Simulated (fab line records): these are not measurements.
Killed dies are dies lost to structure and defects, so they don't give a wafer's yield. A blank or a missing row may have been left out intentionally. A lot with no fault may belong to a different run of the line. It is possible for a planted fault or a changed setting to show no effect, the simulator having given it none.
One fault through the eyes of 2 desks :: flow sky130 :: only its own numbers are on each desk; what lay behind them is given at the end

FOR THE TOOL OWNER'S DESK: rieSi-02
The tool's own readings at SKY_FIELD_ISO_ETCH_17 (etches Si in HBr/Cl2/O2, target depth 342 nm, time 97.7 s): means of the sampled wafers that have a number, for each lot that ran on this tool. A lot is out of limits, marked OUT, if its mean lies more than 4 standard deviations from the usual mean; the brackets give that distance.
Columns: A = drypumpMotorCurrentA at SKY_FIELD_ISO_ETCH_17, usual 5.9 A; B = oesProductAu at SKY_FIELD_ISO_ETCH_17, usual 1.001 a.u.; C = throttleValvePct at SKY_FIELD_ISO_ETCH_17, usual 25.656 %
lot: L556
first seen here: day 2 07:17
A: 6.2
B: 0.992
C: 25.665

lot: L558
first seen here: day 2 15:20
A: 6.3
B: 0.996
C: 25.645

lot: L559
first seen here: day 2 21:23
A: 6.5
B: 0.993
C: 25.662

lot: L560
first seen here: day 3 02:23
A: 6.3
B: 0.990
C: 25.667

lot: L565
first seen here: day 4 03:11
A: 6.3
B: 0.847 (-10) OUT
C: 25.754 (+7.5) OUT

lot: L570
first seen here: day 5 07:50
A: 6.2
B: 0.916 (-5.7) OUT
C: 25.716 (+4.6) OUT

lot: L571
first seen here: day 5 11:35
A: 6.2
B: 0.908 (-6.2) OUT
C: 25.722 (+5.1) OUT
This desk finds L565, L570, L571 out of limits, L565 being first, at day 4 03:11 (oesProductAu at SKY_FIELD_ISO_ETCH_17). L556, L558, L559, L560 stayed within limits.

METROLOGY DESK
What the gauges read, lot by lot, whatever tool the lot ran on: means of the sampled wafers that have a number. A lot is out of limits, marked OUT, if its mean lies more than 4 standard deviations from the usual mean; the brackets give that distance.
Columns: A = FIELD_ISO_CVD_03_THK at SKY_FIELD_ISO_THK_MEAS_04, usual 165.7 nm; B = NWELL_TW at SKY_NWELL_TW_MEAS_15, usual 1827
lot: L556
first seen here: day 1 16:05
A: 164.2
B: 1804

lot: L557
first seen here: day 1 19:21
A: 163.6
B: 1822

lot: L558
first seen here: day 2 00:04
A: 166.1
B: 1819

lot: L559
first seen here: day 2 05:40
A: 164.6
B: 1816

lot: L560
first seen here: day 2 10:46
A: 165.9
B: 1836

lot: L561
first seen here: day 2 14:29
A: 165.5
B: 1835

lot: L565
first seen here: day 3 11:19
A: 167.0
B: 1812

lot: L570
first seen here: day 4 14:08
A: 167.4
B: 1815

lot: L571
first seen here: day 4 18:29
A: 165.2
B: 1834

lot: L572
first seen here: day 4 22:13
A: 164.8
B: 1831

lot: L575
first seen here: day 5 13:23
A: 168.8
B: 1822

lot: L577
first seen here: day 5 22:29
A: 166.1
B: 1834

lot: L578
first seen here: day 6 04:38
A: 165.6
B: 1828
Finding of this desk: none of the 13 lots has anything out of limits.

TAKEN TOGETHER
An alarm could have come from the tool owner's desk at day 4 03:11, on L565, L570, L571.
Metrology desk: nothing out of limits seen.
The metrology desk has L565, L570, L571 on record, within its limits.
Every lot named ran SKY_FIELD_ISO_ETCH_17 on rieSi-02.

WHAT THE SIMULATOR PUT IN
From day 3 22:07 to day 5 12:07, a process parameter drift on rieSi-02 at SKY_FIELD_ISO_ETCH_17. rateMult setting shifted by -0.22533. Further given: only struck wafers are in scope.
Lots struck among those shown: L565, L570, L571.
Each desk's first reading out of limits, in hours after the fault started: the tool owner's desk, 5.
